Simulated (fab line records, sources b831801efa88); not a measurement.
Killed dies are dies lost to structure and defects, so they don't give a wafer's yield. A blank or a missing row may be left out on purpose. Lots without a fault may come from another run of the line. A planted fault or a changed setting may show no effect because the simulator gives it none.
Which tool did it? | flow sky130 | 12 lots, 36 wafers sampled, at 2 steps of a route of 708

WHAT THE GAUGES READ, wafer by wafer
SKY_VIA2_RS_MEAS_22: measures by four-point-probe.
lot  | measured     | on            | VIA2_W_RS (ohm/sq)
L075 | day 35 22:48 | film_metro-04 | 0.277 0.271 0.273
L077 | day 37 05:01 | film_metro-02 | 0.277 0.276 0.278
L079 | day 37 15:04 | film_metro-02 | 0.276 0.277 0.275
L081 | day 38 12:52 | film_metro-04 | 0.270 0.271 0.272
L083 | day 38 23:29 | film_metro-02 | 0.272 0.272 0.272
L085 | day 39 15:49 | film_metro-02 | 0.276 0.282 0.276
L087 | day 40 04:32 | film_metro-02 | 0.270 0.272 0.275
L089 | day 40 16:56 | film_metro-04 | 0.276 0.277 0.274
L091 | day 41 05:05 | film_metro-04 | 0.273 0.269 0.272
L094 | day 43 02:44 | film_metro-02 | 0.273 0.278 0.276
L095 | day 43 04:11 | film_metro-04 | 0.275 0.275 0.274
L097 | day 43 10:07 | film_metro-02 | 0.273 0.272 0.274

WHICH TOOL RAN EACH LOT (tool, then ch and the chambers of the sampled wafers, then the start)
lot  | SKY_VIA1_ETCH_14
L075 | rie_diel-02 ch 0,3, day 33 15:32
L077 | rie_diel-03 ch 0,1,2, day 34 20:14
L079 | rie_diel-02 ch 0,1,3, day 35 07:29
L081 | rie_diel-02 ch 1,2,3, day 36 05:32
L083 | rie_diel-03 ch 0,1,3, day 36 16:24
L085 | rie_diel-02 ch 0,1,2, day 37 09:30
L087 | rie_diel-03 ch 1,2,3, day 37 23:18
L089 | rie_diel-03 ch 1,2,3, day 38 11:20
L091 | rie_diel-03 ch 0,3, day 38 23:29
L094 | rie_diel-02 ch 0,1,3, day 41 00:30
L095 | rie_diel-03 ch 0,2,3, day 41 01:23
L097 | rie_diel-03 ch 0,3, day 41 08:20
- SKY_VIA1_ETCH_14: etches BARC in N2/H2, stops on SiO2, time 45.9 s, target depth 60 nm.

THE ANSWER, worked out from the rows above alone
Rule: what is usual is taken from the lots themselves. Put in order of their means at a reading, lots are off if they are a third of the lots or fewer, leave a main group of 4 or more, and stand apart from it by a gap of 3 or more times the standard deviation of the main group's means; of several such gaps the widest counts. A main group whose means are all the same, to the digits that the tables above print for the reading, isn't used. A lot without any number at a reading at which 4 lots or more have one is off too. The other lots that the step has rows for count as sound.
No lot is off at any reading shown: from this, nothing can be told.

WHAT THE SIMULATOR HAD PUT IN
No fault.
